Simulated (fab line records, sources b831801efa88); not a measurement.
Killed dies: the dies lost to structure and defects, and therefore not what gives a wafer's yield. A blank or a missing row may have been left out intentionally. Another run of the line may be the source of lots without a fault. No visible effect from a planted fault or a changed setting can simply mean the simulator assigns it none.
Shared-tool check    flow sky130    Sample size 12 lots and 36 wafers

== WHY IT WAS OPENED ==
At SKY_CAPM_THK_MEAS_01 the reading CAPM_CVD_00_THK is flagged on 2 of 12 lots. No-fault wafers: 15.52 nm, standard deviation 0.23.
Rule: a lot is flagged in two cases, either no wafer of it has a number, or all its wafers with numbers fall more than 4 standard deviations from that mean. The rest of the lots are taken to be sound.

lot   measured      on             CAPM_CVD_00_THK (nm), wafer by wafer  flag
L472  day 36 00:29  film-metro-01  15.76 15.69 15.62                     
L473  day 36 17:38  film-metro-02  15.58 15.78 15.92                     
L474  day 37 07:41  film-metro-02  15.42 15.63 15.55                     
L476  day 37 19:27  film-metro-02  15.39 15.64 15.59                     
L477  day 37 23:11  film-metro-02  15.36 15.52 15.34                     
L480  day 38 20:19  film-metro-02  15.50 15.32 15.37                     
L483  day 39 21:53  film-metro-01  30.83 30.72 31.30                     FLAGGED
L484  day 40 05:07  film-metro-02  15.33 15.62 15.29                     
L485  day 40 12:13  film-metro-02  31.20 30.64 30.72                     FLAGGED
L492  day 42 12:48  film-metro-01  15.43 15.22 15.68                     
L494  day 42 20:46  film-metro-04  15.76 15.70 15.89                     
L495  day 43 17:08  film-metro-01  15.34 15.57 15.84                     
The mean of the flagged lots' numbers is 30.90 nm, +15.38 nm from the usual (+67 standard deviations).

== WHICH TOOL EACH LOT WENT THROUGH ==
The record holds 2 process steps before the reading, out of a route of 708 steps. Cell contents, in order: the tool; ch with the chambers the sampled wafers went through; the start.
lot   flag     SKY_VIA2_STRIP_16                     SKY_CAPM_CVD_00
L472           plasma-asher-01 ch 0,1, day 35 23:03  pecvd-02 ch 0,1,2, day 36 00:28
L473           plasma-asher-02 ch 0,1, day 36 16:12  pecvd-02 ch 0,2, day 36 17:37
L474           plasma-asher-01 ch 0,1, day 37 05:54  pecvd-03 ch 0,1, day 37 07:40
L476           plasma-asher-01 ch 0,1, day 37 18:00  pecvd-02 ch 0,2, day 37 19:25
L477           plasma-asher-01 ch 0,1, day 37 21:45  pecvd-03 ch 0,1, day 37 23:08
L480           plasma-asher-03 ch 1, day 38 18:52    pecvd-02 ch 0,2, day 38 20:17
L483  FLAGGED  plasma-asher-03 ch 0,1, day 39 20:15  pecvd-03 ch 0,1,2, day 39 21:00
L484           plasma-asher-02 ch 0, day 40 03:35    pecvd-03 ch 0, day 40 05:04
L485  FLAGGED  plasma-asher-01 ch 0,1, day 40 10:27  pecvd-02 ch 0,1,2, day 40 12:00
L492           plasma-asher-03 ch 1, day 42 11:21    pecvd-01 ch 0,1,2, day 42 12:47
L494           plasma-asher-03 ch 0,1, day 42 19:15  pecvd-01 ch 0,1, day 42 20:44
L495           plasma-asher-02 ch 0,1, day 43 15:41  pecvd-01 ch 1,2, day 43 17:06
What is done by these steps:
- SKY_VIA2_STRIP_16: strips in O2/N2.
- SKY_CAPM_CVD_00: deposits SiO2, target thk 15.5 nm.
- SKY_CAPM_THK_MEAS_01

== FLAGGED AGAINST TOTAL, ONE TOOL AT A TIME (gauges that did the reading follow at the end) ==
step                  tool             lots run  flagged  share of the flagged lots  sound lots run after its first flagged lot
SKY_VIA2_STRIP_16     plasma-asher-01  5         1        some                       0
SKY_VIA2_STRIP_16     plasma-asher-02  3         0        none                       -
SKY_VIA2_STRIP_16     plasma-asher-03  4         1        some                       2 (L492,L494)
SKY_CAPM_CVD_00       pecvd-01         3         0        none                       -
SKY_CAPM_CVD_00       pecvd-02         5         1        some                       0
SKY_CAPM_CVD_00       pecvd-03         4         1        some                       1 (L484)
SKY_CAPM_THK_MEAS_01  film-metro-01    4         1        some                       2 (L492,L495)
SKY_CAPM_THK_MEAS_01  film-metro-02    7         1        some                       0
SKY_CAPM_THK_MEAS_01  film-metro-04    1         0        none                       -

== WHAT THE TABLE PERMITS ==
No row of the table ran every flagged lot.

== WHAT THE SIMULATOR PUT IN ==
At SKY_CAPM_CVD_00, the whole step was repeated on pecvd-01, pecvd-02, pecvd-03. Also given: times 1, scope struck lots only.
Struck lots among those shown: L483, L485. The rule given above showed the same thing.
